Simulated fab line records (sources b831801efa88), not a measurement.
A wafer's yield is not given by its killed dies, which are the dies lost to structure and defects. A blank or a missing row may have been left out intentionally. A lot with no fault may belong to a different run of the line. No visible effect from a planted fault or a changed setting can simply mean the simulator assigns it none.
Which tool was responsible? / flow gf180mcu / 11 lots, 33 wafers sampled, at 5 steps of a route of 602

== WHAT EACH GAUGE READ, for each wafer ==
GF_M3_OVL_MEAS_15.
lot=L787; measured=day 22 02:55; on=overlay-01; M3_OVL (nm)=-7 -11 -8
lot=L790; measured=day 23 01:31; on=overlay-02; M3_OVL (nm)=-14 -15 -16
lot=L792; measured=day 24 02:45; on=overlay-02; M3_OVL (nm)=-12 -10 -3
lot=L793; measured=day 24 04:28; on=overlay-02; M3_OVL (nm)=4 -4 -7
lot=L794; measured=day 24 13:20; on=overlay-01; M3_OVL (nm)=-4 -13 0
lot=L795; measured=day 25 04:13; on=overlay-01; M3_OVL (nm)=-7 -4 -8
lot=L800; measured=day 26 13:29; on=overlay-02; M3_OVL (nm)=-8 -6 -10
lot=L802; measured=day 27 20:52; on=overlay-02; M3_OVL (nm)=-3 -6 -3
lot=L804; measured=day 28 05:08; on=overlay-02; M3_OVL (nm)=2 -3 -1
lot=L806; measured=day 28 13:24; on=overlay-02; M3_OVL (nm)=-2 -7 1
lot=L808; measured=day 28 22:33; on=overlay-01; M3_OVL (nm)=-12 -11 -7

GF_V3_RS_MEAS_24: a four-point-probe measurement.
lot=L787; measured=day 23 04:06; on=filmMetro-04; V3_W_RS (ohm/sq)=0.328 0.320 0.328
lot=L790; measured=day 24 02:00; on=filmMetro-01; V3_W_RS (ohm/sq)=0.322 0.325 0.315
lot=L792; measured=day 25 02:20; on=filmMetro-01; V3_W_RS (ohm/sq)=0.325 0.324 0.314
lot=L793; measured=day 25 04:50; on=filmMetro-03; V3_W_RS (ohm/sq)=0.318 0.320 0.315
lot=L794; measured=day 25 13:54; on=filmMetro-04; V3_W_RS (ohm/sq)=0.316 0.335 0.319
lot=L795; measured=day 26 03:49; on=filmMetro-03; V3_W_RS (ohm/sq)=0.337 0.334 0.326
lot=L800; measured=day 27 12:15; on=filmMetro-01; V3_W_RS (ohm/sq)=0.325 0.335 0.323
lot=L802; measured=day 28 18:53; on=filmMetro-03; V3_W_RS (ohm/sq)=0.331 0.433 0.328
lot=L804; measured=day 29 02:50; on=filmMetro-03; V3_W_RS (ohm/sq)=0.338 0.330 0.319
lot=L806; measured=day 29 09:59; on=filmMetro-04; V3_W_RS (ohm/sq)=0.323 0.337 0.322
lot=L808; measured=day 29 19:32; on=filmMetro-04; V3_W_RS (ohm/sq)=0.337 0.326 0.322

GF_V3_THK_MEAS_25: measures by xrf.
lot=L787; measured=day 23 04:12; on=filmMetro-04; V3_W_THK (nm)=366 374 362
lot=L790; measured=day 24 02:07; on=filmMetro-01; V3_W_THK (nm)=372 368 381
lot=L792; measured=day 25 02:28; on=filmMetro-01; V3_W_THK (nm)=371 370 380
lot=L793; measured=day 25 04:58; on=filmMetro-03; V3_W_THK (nm)=376 373 383
lot=L794; measured=day 25 14:01; on=filmMetro-04; V3_W_THK (nm)=382 356 376
lot=L795; measured=day 26 03:55; on=filmMetro-03; V3_W_THK (nm)=355 359 366
lot=L800; measured=day 27 12:22; on=filmMetro-01; V3_W_THK (nm)=370 359 373
lot=L802; measured=day 28 19:00; on=filmMetro-03; V3_W_THK (nm)=364 301 368
lot=L804; measured=day 29 02:57; on=filmMetro-03; V3_W_THK (nm)=350 359 369
lot=L806; measured=day 29 10:06; on=filmMetro-04; V3_W_THK (nm)=372 356 374
lot=L808; measured=day 29 19:38; on=filmMetro-04; V3_W_THK (nm)=358 370 372

== WHAT TOOL EACH LOT RAN ON (gives the tool, then ch and the chambers of the sampled wafers, and finally the start) ==
lot=L787; GF_M3_METAL_ETCH_16=rieMetal-03 ch 0,1, day 22 02:59; GF_V3_CVD_23=cvdW-01 ch 0,1, day 23 03:59
lot=L790; GF_M3_METAL_ETCH_16=rieMetal-03 ch 1, day 23 01:32; GF_V3_CVD_23=cvdW-01 ch 0,1, day 24 01:52
lot=L792; GF_M3_METAL_ETCH_16=rieMetal-02 ch 0,1, day 24 02:47; GF_V3_CVD_23=cvdW-01 ch 0,1, day 25 02:14
lot=L793; GF_M3_METAL_ETCH_16=rieMetal-02 ch 1, day 24 04:31; GF_V3_CVD_23=cvdW-01 ch 1, day 25 04:41
lot=L794; GF_M3_METAL_ETCH_16=rieMetal-01 ch 0,1, day 24 13:22; GF_V3_CVD_23=cvdW-01 ch 0,1, day 25 13:46
lot=L795; GF_M3_METAL_ETCH_16=rieMetal-01 ch 0,1, day 25 04:17; GF_V3_CVD_23=cvdW-02 ch 0,1, day 26 03:42
lot=L800; GF_M3_METAL_ETCH_16=rieMetal-01 ch 1, day 26 13:31; GF_V3_CVD_23=cvdW-02 ch 0,1, day 27 12:06
lot=L802; GF_M3_METAL_ETCH_16=rieMetal-02 ch 0,1, day 27 20:55; GF_V3_CVD_23=cvdW-02 ch 0,1, day 28 18:46
lot=L804; GF_M3_METAL_ETCH_16=rieMetal-03 ch 0,1, day 28 05:10; GF_V3_CVD_23=cvdW-01 ch 0,1, day 29 02:43
lot=L806; GF_M3_METAL_ETCH_16=rieMetal-03 ch 0,1, day 28 13:26; GF_V3_CVD_23=cvdW-01 ch 0,1, day 29 09:52
lot=L808; GF_M3_METAL_ETCH_16=rieMetal-02 ch 1, day 28 22:38; GF_V3_CVD_23=cvdW-01 ch 0,1, day 29 19:24
- GF_M3_METAL_ETCH_16: etches the open film in Cl2/BCl3, stops on SiO2, target depth 750.8 nm, time 125.1 s.
- GF_V3_CVD_23: deposits W, target thk 350 nm, time 104.9 s.

== AS READ BY THE TOOLS THEMSELVES (means over the sampled wafers that have a number; for cases with no such wafer, the mark the record gives instead) ==
GF_M3_METAL_ETCH_16.
lot=L787; tool=rieMetal-03; biasW (W)=140.2; chamberPressureMTorr (mTorr)=8.007; drypumpMotorCurrentA (A)=5.2; oesProductAu (a.u.)=0.985; throttleValvePct (%)=28.227
lot=L790; tool=rieMetal-03; biasW (W)=139.7; chamberPressureMTorr (mTorr)=7.995; drypumpMotorCurrentA (A)=5.4; oesProductAu (a.u.)=0.984; throttleValvePct (%)=28.244
lot=L792; tool=rieMetal-02; biasW (W)=139.8; chamberPressureMTorr (mTorr)=7.995; drypumpMotorCurrentA (A)=6.1; oesProductAu (a.u.)=0.989; throttleValvePct (%)=28.229
lot=L793; tool=rieMetal-02; biasW (W)=140.3; chamberPressureMTorr (mTorr)=7.991; drypumpMotorCurrentA (A)=6.1; oesProductAu (a.u.)=0.991; throttleValvePct (%)=28.225
lot=L794; tool=rieMetal-01; biasW (W)=140.1; chamberPressureMTorr (mTorr)=8.000; drypumpMotorCurrentA (A)=6.4; oesProductAu (a.u.)=0.993; throttleValvePct (%)=28.231
lot=L795; tool=rieMetal-01; biasW (W)=140.0; chamberPressureMTorr (mTorr)=8.002; drypumpMotorCurrentA (A)=6.4; oesProductAu (a.u.)=0.994; throttleValvePct (%)=28.223
lot=L800; tool=rieMetal-01; biasW (W)=139.6; chamberPressureMTorr (mTorr)=8.000; drypumpMotorCurrentA (A)=6.4; oesProductAu (a.u.)=0.992; throttleValvePct (%)=28.241
lot=L802; tool=rieMetal-02; biasW (W)=140.0; chamberPressureMTorr (mTorr)=8.007; drypumpMotorCurrentA (A)=6.1; oesProductAu (a.u.)=0.986; throttleValvePct (%)=28.235
lot=L804; tool=rieMetal-03; biasW (W)=140.4; chamberPressureMTorr (mTorr)=8.000; drypumpMotorCurrentA (A)=5.3; oesProductAu (a.u.)=0.988; throttleValvePct (%)=28.236
lot=L806; tool=rieMetal-03; biasW (W)=139.6; chamberPressureMTorr (mTorr)=8.007; drypumpMotorCurrentA (A)=5.2; oesProductAu (a.u.)=0.988; throttleValvePct (%)=28.242
lot=L808; tool=rieMetal-02; biasW (W)=140.3; chamberPressureMTorr (mTorr)=8.002; drypumpMotorCurrentA (A)=6.1; oesProductAu (a.u.)=0.978; throttleValvePct (%)=28.246

GF_V3_CVD_23.
lot=L787; tool=cvdW-01; heaterPowerW (W)=857
lot=L790; tool=cvdW-01; heaterPowerW (W)=868
lot=L792; tool=cvdW-01; heaterPowerW (W)=858
lot=L793; tool=cvdW-01; heaterPowerW (W)=817
lot=L794; tool=cvdW-01; heaterPowerW (W)=826
lot=L795; tool=cvdW-02; heaterPowerW (W)=788
lot=L800; tool=cvdW-02; heaterPowerW (W)=818
lot=L802; tool=cvdW-02; heaterPowerW (W)=804
lot=L804; tool=cvdW-01; heaterPowerW (W)=873
lot=L806; tool=cvdW-01; heaterPowerW (W)=839
lot=L808; tool=cvdW-01; heaterPowerW (W)=855

== THE ANSWER, worked out from the rows above alone ==
Rule: usual is defined by the lots themselves. The widest of any qualifying gaps counts: lots, ordered by their means at a reading, are off when they make up no more than a third of the lots, leave a main group of 4 or more, and stand apart from it by 3 or more times the standard deviation of that group's means. The tables above print the reading to a certain number of digits; a main group whose means all agree to those digits is not used. Also off: a lot with no number at a reading for which 4 or more lots have one. Where the step has rows for the other lots, those lots are counted as sound. First the gauges in route order, then the tools' own readings, where a lot's mean is used as printed above. At the first step where some lot is off, the reading lying furthest off is the one used; lots without a number count as furthest.
Off: at GF_V3_RS_MEAS_24 (V3_W_RS), L802. The main group: mean 0.325 ohm/sq, standard deviation 0.0043.
If a tool, at a process step before that reading, ran all the lots that are off and no sound lot after the first of them, it fits. Those tools and the gauges at GF_V3_RS_MEAS_24 are tried in the same way. One fits: cvdW-02 at GF_V3_CVD_23. Its last sound lot is L800 (day 27 12:06), its first lot that is off L802 (day 28 18:46): a fault that began between those two fits.

== WHAT HAD BEEN PUT IN BY THE SIMULATOR ==
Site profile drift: cvdW-02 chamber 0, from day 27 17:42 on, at GF_V3_CVD_23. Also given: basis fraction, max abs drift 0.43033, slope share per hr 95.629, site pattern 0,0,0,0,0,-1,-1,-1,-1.
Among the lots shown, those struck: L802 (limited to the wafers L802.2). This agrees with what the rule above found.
